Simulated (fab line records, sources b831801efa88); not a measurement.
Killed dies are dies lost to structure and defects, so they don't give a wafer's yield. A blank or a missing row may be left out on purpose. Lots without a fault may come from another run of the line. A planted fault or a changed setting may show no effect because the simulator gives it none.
fab line records | flow sky130
record lots=6 wafers=18 last_day=50
route steps=708 shown POLY_GATE@236 LDD_N@237 PAD_OPEN@708
lots that met no fault: from a run of the same line without faults
start_h: hours from the record's first day to the start of the lot's first wafer shown | wait_h: hours since the lot's step before | " the same as in the row above | L1.1+2: a row that stands for several wafers | - no value, or no start given | * or withheld: withheld | < > ~ a bound
route shown NAME@n: a module of which the file shows steps, and the number in the route of the first | usual: mean/standard deviation of fault-free wafers | same: alike in all rows | chamber/n: place in a boat | sites: the reading at each site | _std_site: their standard deviation | _edge_site: outer sites' mean less inner sites' | radius_mm: how far each site lies from the wafer's centre | mask NAME#n: copy n | behind: the tool/chamber that last shaped the wafer | hold: why the lot was held/for how many hours/how that ended | device: the transistor (n, p or np) that didn't switch | end of line: the same wafers' tests at the end of the route | a step without rows: its recipe alone | killed: dies lost to structure and defects at the first sort, not the wafer's yield | map: a wafer's dies, x killed, . not, _ none there
set.NAME: the setting as run; set.NAME@STEP: as run at that earlier step | model.NAME: the simulator's own value behind a step, which no gauge read
lots at some steps of the route; a table a step, a row a wafer
services: from which hour (start_h, from the record's first day; less than 0 if before it) a tool's chamber was out of use, for how many hours, and why
## steps
# step SKY_POLY_GATE_CD_MEAS_22
# usual cd_nm=150/3.4
# columns lot.wafer tool chamber start_h wait_h cd_nm
L945.1 cd_sem-01 - 403.10 0.1 153
L945.3 " - " " 150
L945.6 " - " " 145
L946.1 cd_sem-01 - 422.82 0.1 142
L946.3 " - " " 150
L946.5 " - " " 152
L953.1 cd_sem-01 - 486.95 0.1 145
L953.3 " - " " 141
L953.6 " - " " 148
L956.1 cd_sem-02 - 505.36 0.1 158
L956.5 " - " " 154
L956.6 " - " " 152
L958.3 cd_sem-02 - 524.07 0.1 147
L958.4 " - " " 155
L958.6 " - " " 147
L963.1 cd_sem-02 - 560.88 0.1 148
L963.2 " - " " 142
L963.5 " - " " 152
# step SKY_LDD_N_DEHYDRATE_00
# recipe temp_c=200 time_s=60
# step SKY_LDD_N_HMDS_01
# recipe prime_time_s=60 prime_temp_c=120
# step SKY_LDD_N_COAT_02
# recipe resist=NOVOLAK spin_rpm=3000 resist_thk_nm=300
# step SKY_LDD_N_SOFTBAKE_03
# recipe temp_c=90 time_s=60 resist=NOVOLAK
# step SKY_LDD_N_EXPOSE_04
# recipe mask_id=NTM target_cd_nm=840 na=0.6 source_shape=conventional sigma_outer=0.6 dose_mj=110
# step SKY_LDD_N_PEB_05
# recipe temp_c=withheld time_s=* resist=NOVOLAK
# step SKY_LDD_N_DEVELOP_06
# recipe develop_time_s=60 dev_temp_c=23
# step SKY_LDD_N_OVL_MEAS_07
# usual LDD_N_OVL=-0.4/1.4
# columns lot.wafer tool chamber start_h wait_h LDD_N_OVL[nm]
L945.1 overlay-02 - 432.56 0.1 -1.6
L945.3 " - " " 0.3
L945.6 " - " " 1.2
L946.1 overlay-02 - 453.84 0.1 -0.2
L946.3 " - " " 0.1
L946.5 " - " " 1.0
L953.1 overlay-01 - 517.13 0.1 -0.5
L953.3 " - " " -0.8
L953.6 " - " " -1.4
L956.1 overlay-02 - 535.51 0.1 -0.1
L956.5 " - " " 0.2
L956.6 " - " " 0.7
L958.3 overlay-02 - 554.09 0.1 0.9
L958.4 " - " " 0.5
L958.6 " - " " -0.6
L963.1 overlay-02 - 591.06 0.1 -1.9
L963.2 " - " " -0.4
L963.5 " - " " -0.5
# step SKY_LDD_N_IMPLANT_08
# recipe species=As energy_kev=20 dose_cm2=7.5e+13 tilt_deg=withheld rotation_deg=23
# step SKY_LDD_N_IMPLANT_09
# recipe species=As energy_kev=20 dose_cm2=7.5e+13 tilt_deg=withheld rotation_deg=113
# step SKY_LDD_N_IMPLANT_10
# recipe species=As energy_kev=20 dose_cm2=7.351e+13 tilt_deg=withheld rotation_deg=203
# step SKY_LDD_N_IMPLANT_11
# recipe species=As energy_kev=20 dose_cm2=7.5e+13 tilt_deg=withheld rotation_deg=293
# usual beam_on_s=9.98/0.22 dose_ions_cm2=7.501e+13/8.7e+10 faraday_current_uA=423/9.1
# columns lot.wafer tool chamber start_h wait_h beam_on_s dose_ions_cm2 faraday_current_uA
L945.1 implanter-04 0 433.05 0.1 10.34 7.507e+13 411
L945.3 " 0 " " 10.19 7.509e+13 414
L945.6 " 0 " " 9.92 7.503e+13 427
L946.1 implanter-03 0 454.33 0.1 10.31 7.502e+13 410
L946.3 " 0 " " 9.98 7.511e+13 423
L946.5 " 0 " " 10.08 7.503e+13 419
L953.1 implanter-04 0 517.61 0.1 9.81 7.522e+13 430
L953.3 " 0 " " 9.87 7.507e+13 427
L953.6 " 0 " " 10.08 7.501e+13 420
L956.1 implanter-04 0 536.00 0.1 13.14 1.0971e+14 469
L956.5 " 0 " " 13.26 1.0957e+14 466
L956.6 " 0 " " 13.11 1.0959e+14 471
L958.3 implanter-04 0 554.61 0.1 13.17 1.0956e+14 468
L958.4 " 0 " " 13.28 1.0963e+14 464
L958.6 " 0 " " 13.20 1.0954e+14 467
L963.1 implanter-03 0 591.55 0.1 9.86 7.497e+13 428
L963.2 " 0 " " 9.90 7.494e+13 425
L963.5 " 0 " " 10.05 7.499e+13 422
# step SKY_LDD_N_IMPLANT_12
# recipe species=BF2 energy_kev=50 dose_cm2=5e+12 tilt_deg=30 rotation_deg=0
# step SKY_LDD_N_IMPLANT_13
# recipe species=BF2 energy_kev=50 dose_cm2=5e+12 tilt_deg=30 rotation_deg=90
# step SKY_LDD_N_IMPLANT_14
# recipe species=BF2 energy_kev=50 dose_cm2=5e+12 tilt_deg=30 rotation_deg=180
# step SKY_LDD_N_IMPLANT_15
# recipe species=BF2 energy_kev=50 dose_cm2=5e+12 tilt_deg=30 rotation_deg=270
# step SKY_LDD_N_STRIP_16
# recipe chemistry=O2/N2 power_w=1400 pressure_mtorr=1500 platen_temp_c=withheld o2_flow_sccm=3000 n2_flow_sccm=300 overash_fraction=0.5
# usual drypump_motor_current_A=5.9/0.65 oes_product_au=0.407/0.0047 strip_time_to_endpoint_s=4.312/0.014
# columns lot.wafer tool chamber start_h wait_h drypump_motor_current_A oes_product_au rf_hours_counter_h strip_time_to_endpoint_s
L945.1 plasma_asher-02 1 433.80 0.1 4.8 0.405 78 4.321
L945.3 " 1 " " 4.8 0.407 - 4.294
L945.6 " 0 " " 6.1 0.405 - 4.326
L946.1 plasma_asher-01 1 455.08 0.1 5.0 0.409 36 4.309
L946.3 " 1 " " 5.1 0.408 - 4.318
L946.5 " 1 " " 5.0 0.401 - 4.309
L953.1 plasma_asher-04 1 518.36 0.1 6.2 0.404 61 4.324
L953.3 " 1 " " 6.2 0.411 - 4.321
L953.6 " 0 " " 6.4 0.410 - 4.298
L956.1 plasma_asher-01 1 536.75 0.1 5.1 0.406 43 4.401
L956.5 " 0 " " 6.6 0.404 - 4.401
L956.6 " 1 " " 5.1 0.408 - 4.406
L958.3 plasma_asher-01 0 555.34 0.1 6.5 0.408 - 4.426
L958.4 " 1 " " 5.0 0.401 - 4.396
L958.6 " 1 " " 5.1 0.412 - 4.398
L963.1 plasma_asher-04 0 592.30 0.1 6.4 0.407 68 4.306
L963.2 " 1 " " 6.2 0.411 68 4.284
L963.5 " 0 " " 6.4 0.400 - 4.314
# step SKY_LDD_N_TW_MEAS_17
# usual LDD_N_TW=2559/20
# columns lot.wafer tool chamber start_h wait_h LDD_N_TW
L945.1 film_metro-02 - 433.90 0.1 2562
L945.3 " - " " 2569
L945.6 " - " " 2552
L946.1 film_metro-02 - 455.18 0.1 2553
L946.3 " - " " 2567
L946.5 " - " " 2560
L953.1 film_metro-01 - 518.46 0.1 2561
L953.3 " - " " 2582
L953.6 " - " " 2575
L956.1 film_metro-03 - 536.85 0.1 2621
L956.5 " - " " 2624
L956.6 " - " " 2630
L958.3 film_metro-01 - 555.43 0.1 2595
L958.4 " - " " 2592
L958.6 " - " " 2594
L963.1 film_metro-02 - 592.40 0.1 2562
L963.2 " - " " 2552
L963.5 " - " " 2567
# step SKY_PAD_OPEN_PROBE_99
# usual killed_at_M0_to_M3=43/6.6 killed_at_M4_up=3.0/1.7 killed_at_contacts=24/5.4 killed_at_front_end=16/4.6 killed_at_other=0.3/0.53 killed_dies=87/9.7 killed_open=47/7.3 killed_short=39/6.5
# same gross_dies=492 killed_at_back_side=0
# columns lot.wafer tool chamber start_h wait_h killed_at_M0_to_M3 killed_at_M4_up killed_at_contacts killed_at_front_end killed_at_other killed_dies killed_open killed_short model.etest.tip_n.rs_ohm_sq
L945.1 prober-01 - 1096.98 0.1 39 4 25 16 0 84 47 37 437.8
L945.3 prober-01 - 1097.08 0.2 44 3 25 28 0 100 51 49 438.2
L945.6 prober-01 - 1097.23 0.2 46 3 22 19 1 91 47 44 440.2
L946.1 prober-02 - 1114.20 0.1 43 2 26 17 0 88 46 42 438.1
L946.3 prober-02 - 1114.30 0.2 41 6 29 20 0 96 63 33 439.4
L946.5 prober-02 - 1114.40 0.2 31 3 33 14 0 81 45 36 439.7
L953.1 prober-02 - 1152.18 0.1 36 3 20 22 0 81 44 37 442.8
L953.3 prober-02 - 1152.28 0.2 41 2 24 16 0 83 43 40 445.2
L953.6 prober-02 - 1152.43 0.2 44 3 30 20 1 98 52 46 442.2
L956.1 prober-01 - 1161.25 0.1 54 1 25 14 1 95 62 32 412.8
L956.5 prober-01 - 1161.45 0.2 41 0 21 19 0 81 39 42 412.4
L956.6 prober-01 - 1161.50 0.2 56 3 28 15 0 102 41 61 414.8
L958.3 prober-01 - 1171.50 0.2 53 3 23 11 1 91 54 37 411
L958.4 prober-01 - 1171.55 0.2 30 5 21 9 0 65 36 28 413.7
L958.6 prober-01 - 1171.65 0.2 39 4 21 17 0 81 48 33 412.7
L963.1 prober-02 - 1191.13 0.1 35 4 24 17 0 80 43 37 440.7
L963.2 prober-02 - 1191.18 0.1 39 1 28 12 0 80 44 36 442.9
L963.5 prober-02 - 1191.33 0.2 44 6 15 16 0 81 50 31 444.9
# killed by level:class
L945.1 VIA1:geometric_particle:open=11 LI_CONTACT:geometric_particle:open=11 METAL1:geometric_particle:short=7 CONTACT:geometric_particle:open=7 LOCAL_INTERCONNECT:geometric_particle:short=5 VIA2:geometric_particle:open=5 SPACER:geometric_particle:short=4 METAL2:geometric_particle:short=4
L945.3 FIELD_ISO:geometric_particle:open=8 LI_CONTACT:geometric_particle:open=8 VIA1:geometric_particle:open=8 POLY_GATE:geometric_particle:short=7 CONTACT:geometric_particle:open=7 METAL2:geometric_particle:short=7 VIA3:geometric_particle:open=7 LOCAL_INTERCONNECT:geometric_particle:short=6
L945.6 VIA1:geometric_particle:open=10 CONTACT:geometric_particle:open=7 CONTACT:geometric_particle:short=7 VIA1:geometric_particle:short=7 METAL1:geometric_particle:short=6 VIA3:geometric_particle:open=6 POLY_GATE:geometric_particle:open=5 LI_CONTACT:geometric_particle:open=5
L946.1 CONTACT:geometric_particle:open=12 VIA1:geometric_particle:open=8 CONTACT:geometric_particle:short=7 VIA3:geometric_particle:open=7 POLY_GATE:geometric_particle:short=6 VIA2:geometric_particle:open=5 LI_CONTACT:geometric_particle:open=4 METAL1:geometric_particle:short=4
L946.3 CONTACT:geometric_particle:open=13 LI_CONTACT:geometric_particle:open=12 VIA3:geometric_particle:open=9 METAL2:geometric_particle:short=9 POLY_GATE:geometric_particle:open=8 VIA2:geometric_particle:open=8 VIA1:geometric_particle:open=6 VIA3:geometric_particle:short=4
L946.5 CONTACT:geometric_particle:open=10 LI_CONTACT:geometric_particle:open=9 VIA1:geometric_particle:open=8 CONTACT:geometric_particle:short=6 POLY_GATE:geometric_particle:short=4 VIA3:geometric_particle:open=4 LOCAL_INTERCONNECT:geometric_particle:short=4 METAL1:geometric_particle:short=4
L953.1 CONTACT:geometric_particle:open=10 VIA1:geometric_particle:open=10 FIELD_ISO:geometric_particle:short=7 METAL2:geometric_particle:short=6 VIA3:geometric_particle:open=5 FIELD_ISO:geometric_particle:open=4 POLY_GATE:geometric_particle:short=4 POLY_GATE:geometric_particle:open=4
L953.3 CONTACT:geometric_particle:open=9 POLY_GATE:geometric_particle:short=7 VIA2:geometric_particle:short=7 VIA1:geometric_particle:open=7 LI_CONTACT:geometric_particle:open=6 VIA3:geometric_particle:open=6 VIA2:geometric_particle:open=5 METAL1:geometric_particle:short=3
L953.6 METAL1:geometric_particle:short=10 LI_CONTACT:geometric_particle:open=9 CONTACT:geometric_particle:open=9 VIA2:geometric_particle:open=8 FIELD_ISO:geometric_particle:short=5 VIA1:geometric_particle:open=5 POLY_GATE:geometric_particle:open=5 METAL1:geometric_particle:open=5
L956.1 VIA1:geometric_particle:open=21 VIA2:geometric_particle:open=10 LI_CONTACT:geometric_particle:open=9 CONTACT:geometric_particle:open=7 POLY_GATE:geometric_particle:open=6 POLY_GATE:geometric_particle:short=4 VIA2:geometric_particle:short=4 VIA3:geometric_particle:open=4
L956.5 VIA3:geometric_particle:open=9 POLY_GATE:geometric_particle:short=7 CONTACT:geometric_particle:open=7 LI_CONTACT:geometric_particle:open=6 METAL2:geometric_particle:short=6 FIELD_ISO:geometric_particle:short=5 VIA2:geometric_particle:open=5 METAL1:geometric_particle:short=4
L956.6 CONTACT:geometric_particle:short=10 VIA1:geometric_particle:open=10 METAL2:geometric_particle:short=10 METAL1:geometric_particle:short=7 VIA3:geometric_particle:open=7 LI_CONTACT:geometric_particle:open=6 CONTACT:geometric_particle:open=6 VIA3:geometric_particle:short=6
L958.3 CONTACT:geometric_particle:open=13 VIA3:geometric_particle:open=12 METAL1:geometric_particle:short=10 LI_CONTACT:geometric_particle:open=7 VIA2:geometric_particle:open=7 VIA1:geometric_particle:open=6 METAL2:geometric_particle:short=6 FIELD_ISO:geometric_particle:short=4
L958.4 METAL1:geometric_particle:short=8 VIA1:geometric_particle:open=8 CONTACT:geometric_particle:open=6 VIA3:geometric_particle:open=6 LI_CONTACT:geometric_particle:open=5 CONTACT:geometric_particle:short=5 LOCAL_INTERCONNECT:geometric_particle:short=4 VIA2:geometric_particle:open=4
L958.6 VIA1:geometric_particle:open=11 VIA3:geometric_particle:open=9 LI_CONTACT:geometric_particle:open=8 LI_CONTACT:geometric_particle:short=5 METAL3:geometric_particle:short=5 VIA2:geometric_particle:open=5 FIELD_ISO:geometric_particle:open=4 VIA3:geometric_particle:short=4
L963.1 VIA1:geometric_particle:open=10 CONTACT:geometric_particle:open=7 CONTACT:geometric_particle:short=6 VIA3:geometric_particle:open=6 FIELD_ISO:geometric_particle:open=5 POLY_GATE:geometric_particle:short=4 LI_CONTACT:geometric_particle:open=4 LOCAL_INTERCONNECT:geometric_particle:short=4
L963.2 CONTACT:geometric_particle:open=13 LI_CONTACT:geometric_particle:open=9 VIA3:geometric_particle:open=8 VIA1:geometric_particle:short=6 VIA1:geometric_particle:open=6 METAL2:geometric_particle:short=5 POLY_GATE:geometric_particle:short=4 CONTACT:geometric_particle:short=4
L963.5 VIA1:geometric_particle:open=12 VIA2:geometric_particle:open=7 LI_CONTACT:geometric_particle:open=7 FIELD_ISO:geometric_particle:open=5 VIA3:geometric_particle:open=5 CONTACT:geometric_particle:open=5 METAL1:geometric_particle:short=5 POLY_GATE:geometric_particle:open=4
## services
# columns tool chamber start_h hours kind
plasma_asher-02 - 431.49 0.4 repair
implanter-03 - 431.51 2.5 pm
plasma_asher-02 - 449.20 8.6 repair
implanter-03 - 458.07 4.7 repair
plasma_asher-04 - 468.96 1.8 repair
plasma_asher-04 - 472.27 0.7 repair
implanter-04 - 487.80 1.6 repair
implanter-04 - 504.35 3.4 repair
plasma_asher-01 - 510.23 1.9 repair
implanter-03 - 513.83 5.8 repair
implanter-04 - 525.32 3.5 pm
plasma_asher-04 - 538.56 1.7 repair
implanter-04 - 548.24 2.2 repair
plasma_asher-02 - 571.81 1.7 repair
## key
first_sign step=SKY_LDD_N_IMPLANT_11 reading=dose_ions_cm2 direction=up sigmas=99+ usual=* struck=*
effect step=SKY_LDD_N_IMPLANT_11 reading=beam_on_s direction=up sigmas=15 usual=9.98 struck=13.19
effect step=SKY_LDD_N_STRIP_16 reading=strip_time_to_endpoint_s direction=up sigmas=6.5 usual=* struck=*
effect step=SKY_LDD_N_TW_MEAS_17 reading=LDD_N_TW direction=up sigmas=2.5 usual=2559 struck=2609
model_effect step=SKY_PAD_OPEN_PROBE_99 value=etest.tip_n.rs_ohm_sq without=441.2 struck=412.9
met_at SKY_LDD_N_IMPLANT_11
struck_wafers L956.1,L956.5,L956.6,L958.3,L958.4,L958.6
tester_left_out L956,L958
onset_between 517.61 536.00
fault kind=process_parameter_drift tool=implanter-04 chamber=- onset_h=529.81 steps=SKY_LDD_N_IMPLANT_11 channel=dose_cm2 offset=* shape=step end_h=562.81 acts_in=* stated=*
# tester_left_out: of these lots the tester's yield and bins aren't shown, on N5 and GAA mostly nor the transistor test; their killed dies are dies lost to structure and defects alone, not to doping, threshold or leakage, so they don't give the yield
